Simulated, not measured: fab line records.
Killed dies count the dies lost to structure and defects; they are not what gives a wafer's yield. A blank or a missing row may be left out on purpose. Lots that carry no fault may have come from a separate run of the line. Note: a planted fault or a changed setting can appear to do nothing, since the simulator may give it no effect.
Which tool was responsible? -- flow sky130 -- Sampling: 12 lots, 36 wafers, 5 of 708 route steps

WHAT THE GAUGES SHOWED, per wafer
SKY_SONOS_ONO_THK_MEAS_03.
lot,measured,on,SONOS_ONO_CVD_02_THK (nm)
L928,day 11 15:57,filmMetro-02,10.71 10.60 10.64
L930,day 12 07:37,filmMetro-04,10.29 10.42 10.39
L934,day 13 11:35,filmMetro-04,10.28 10.25 10.32
L936,day 14 06:07,filmMetro-04,10.47 10.47 10.38
L937,day 14 13:22,filmMetro-01,10.38 10.39 10.32
L941,day 16 02:13,filmMetro-04,10.62 10.71 10.66
L945,day 17 03:28,filmMetro-04,10.34 10.42 10.43
L946,day 17 11:46,filmMetro-02,10.44 10.49 10.45
L947,day 17 16:48,filmMetro-04,10.46 10.56 10.42
L948,day 18 02:00,filmMetro-04,10.26 10.40 10.22
L949,day 18 09:55,filmMetro-01,10.39 10.37 10.28
L950,day 18 23:52,filmMetro-01,10.71 10.56 10.52

SKY_POLY_GATE_THK_MEAS_21.
lot,measured,on,POLY_GATE_OXIDATION_THK (nm)
L928,day 16 15:05,filmMetro-02,4.01 3.89 4.00
L930,day 17 06:38,filmMetro-01,3.94 3.95 3.92
L934,day 18 15:28,filmMetro-02,4.06 4.11 4.03
L936,day 19 13:27,filmMetro-02,4.02 3.95 3.99
L937,day 19 23:00,filmMetro-02,3.96 4.03 4.00
L941,day 21 14:52,filmMetro-01,3.97 3.90 4.01
L945,day 22 16:54,filmMetro-02,4.06 4.09 4.06
L946,day 23 02:04,filmMetro-02,4.21 4.14 4.24
L947,day 23 08:16,filmMetro-02,4.05 4.02 4.04
L948,day 23 14:35,filmMetro-01,4.01 4.01 4.05
L949,day 24 00:55,filmMetro-01,3.96 4.10 3.99
L950,day 24 11:49,filmMetro-03,3.97 3.88 3.96

EACH LOT AND THE TOOL THAT RAN IT (in order: tool; ch and the chambers of the sampled wafers; start)
lot,SKY_POLY_GATE_IMPLANT_02,SKY_RES_PROTECT_STRIP_07,SKY_POLY_GATE_ETCH_15
L928,"implanter-02 ch 0, day 15 02:59","plasmaAsher-02 ch 0,1, day 15 03:08","rieDiel-03 ch 0,1,3, day 16 09:58"
L930,"implanter-01 ch 0, day 15 23:23","plasmaAsher-02 ch 0,1, day 15 23:32","rieDiel-04 ch 0,3, day 17 05:00"
L934,"implanter-01 ch 0, day 17 05:10","plasmaAsher-03 ch 0,1, day 17 05:17","rieDiel-02 ch 1,2, day 18 13:49"
L936,"implanter-01 ch 0, day 18 02:41","plasmaAsher-04 ch 0,1, day 18 02:50","rieDiel-04 ch 0,3, day 19 11:25"
L937,"implanter-01 ch 0, day 18 09:02","plasmaAsher-02 ch 0,1, day 18 09:10","rieDiel-03 ch 1,2,3, day 19 20:09"
L941,"implanter-04 ch 0, day 20 04:17","plasmaAsher-04 ch 0,1, day 20 04:26","rieDiel-02 ch 0,1,3, day 21 13:07"
L945,"implanter-02 ch 0, day 21 05:10","plasmaAsher-02 ch 0,1, day 21 05:19","rieDiel-03 ch 0,1,2, day 22 13:52"
L946,"implanter-01 ch 0, day 21 15:38","plasmaAsher-04 ch 0,1, day 21 15:47","rieDiel-04 ch 2,3, day 23 00:24"
L947,"implanter-01 ch 0, day 21 22:43","plasmaAsher-02 ch 0,1, day 21 22:52","rieDiel-03 ch 1,2,3, day 23 06:37"
L948,"implanter-01 ch 0, day 22 04:52","plasmaAsher-02 ch 0,1, day 22 04:59","rieDiel-03 ch 1,2,3, day 23 12:55"
L949,"implanter-01 ch 0, day 22 13:20","plasmaAsher-02 ch 0,1, day 22 13:28","rieDiel-04 ch 0,2,3, day 23 23:16"
L950,"implanter-04 ch 0, day 23 01:56","plasmaAsher-04 ch 0,1, day 23 02:02","rieDiel-03 ch 0,1,3, day 24 10:09"
- SKY_POLY_GATE_IMPLANT_02
- SKY_RES_PROTECT_STRIP_07: strips in O2/N2.
- SKY_POLY_GATE_ETCH_15: etches BARC in N2/H2, stops on SiO2, time 118.5 s, target depth 110 nm.

AS READ BY THE TOOLS THEMSELVES (means over the sampled wafers that have a number; for cases with no such wafer, the mark the record gives instead)
SKY_POLY_GATE_IMPLANT_02.
lot,tool,endStationPressureTorr (Torr)
L928,implanter-02,1.06e-05
L930,implanter-01,1.24e-05
L934,implanter-01,1.30e-05
L936,implanter-01,4.17e-05
L937,implanter-01,4.13e-05
L941,implanter-04,1.07e-05
L945,implanter-02,1.10e-05
L946,implanter-01,1.23e-05
L947,implanter-01,1.21e-05
L948,implanter-01,1.23e-05
L949,implanter-01,1.30e-05
L950,implanter-04,1.08e-05

SKY_RES_PROTECT_STRIP_07.
lot,tool,drypumpMotorCurrentA (A),oesProductAu (a.u.),stripTimeToEndpointS (s)
L928,plasmaAsher-02,6.1,0.520,23.24
L930,plasmaAsher-02,6.1,0.516,23.30
L934,plasmaAsher-03,5.7,0.517,23.29
L936,plasmaAsher-04,5.9,0.515,23.60
L937,plasmaAsher-02,6.1,0.515,23.72
L941,plasmaAsher-04,5.6,0.514,23.24
L945,plasmaAsher-02,6.1,0.518,23.33
L946,plasmaAsher-04,5.6,0.517,23.29
L947,plasmaAsher-02,6.5,0.515,23.27
L948,plasmaAsher-02,6.4,0.514,23.28
L949,plasmaAsher-02,6.5,0.517,23.29
L950,plasmaAsher-04,5.6,0.522,23.31

SKY_POLY_GATE_ETCH_15.
lot,tool,drypumpMotorCurrentA (A),oesProductAu (a.u.),throttleValvePct (%)
L928,rieDiel-03,5.8,0.723,13.215
L930,rieDiel-04,6.1,0.719,13.212
L934,rieDiel-02,5.6,0.720,13.212
L936,rieDiel-04,6.0,0.715,13.222
L937,rieDiel-03,6.1,0.716,13.220
L941,rieDiel-02,5.7,0.714,13.207
L945,rieDiel-03,5.8,0.719,13.210
L946,rieDiel-04,5.5,0.711,13.207
L947,rieDiel-03,6.1,0.713,13.212
L948,rieDiel-03,6.1,0.716,13.213
L949,rieDiel-04,5.8,0.717,13.211
L950,rieDiel-03,5.8,0.717,13.208

THE ANSWER, worked out from the rows above alone
Rule: the usual values come from the lots themselves. The widest of any qualifying gaps counts: lots, ordered by their means at a reading, are off when they make up no more than a third of the lots, leave a main group of 4 or more, and stand apart from it by 3 or more times the standard deviation of that group's means. A main group whose means are all the same, to the digits that the tables above print for the reading, isn't used. Also off: a lot with no number at a reading for which 4 or more lots have one. The other lots that the step has rows for count as sound. After the gauges, taken in route order, come the tools' own readings; for these a lot's mean is taken, as printed above. At the first step where some lot is off, the reading lying furthest off is the one used; lots without a number count as furthest.
Off at SKY_POLY_GATE_IMPLANT_02 (endStationPressureTorr): L936, L937. The main group has a mean of 1.18e-05 Torr with a standard deviation of 9e-07.
If a tool, at that step or one of the process steps before it, ran each lot that is off and ran no sound lot following the first of them, it fits. No candidate that was tried fits.

WHAT THE SIMULATOR HAD INSERTED
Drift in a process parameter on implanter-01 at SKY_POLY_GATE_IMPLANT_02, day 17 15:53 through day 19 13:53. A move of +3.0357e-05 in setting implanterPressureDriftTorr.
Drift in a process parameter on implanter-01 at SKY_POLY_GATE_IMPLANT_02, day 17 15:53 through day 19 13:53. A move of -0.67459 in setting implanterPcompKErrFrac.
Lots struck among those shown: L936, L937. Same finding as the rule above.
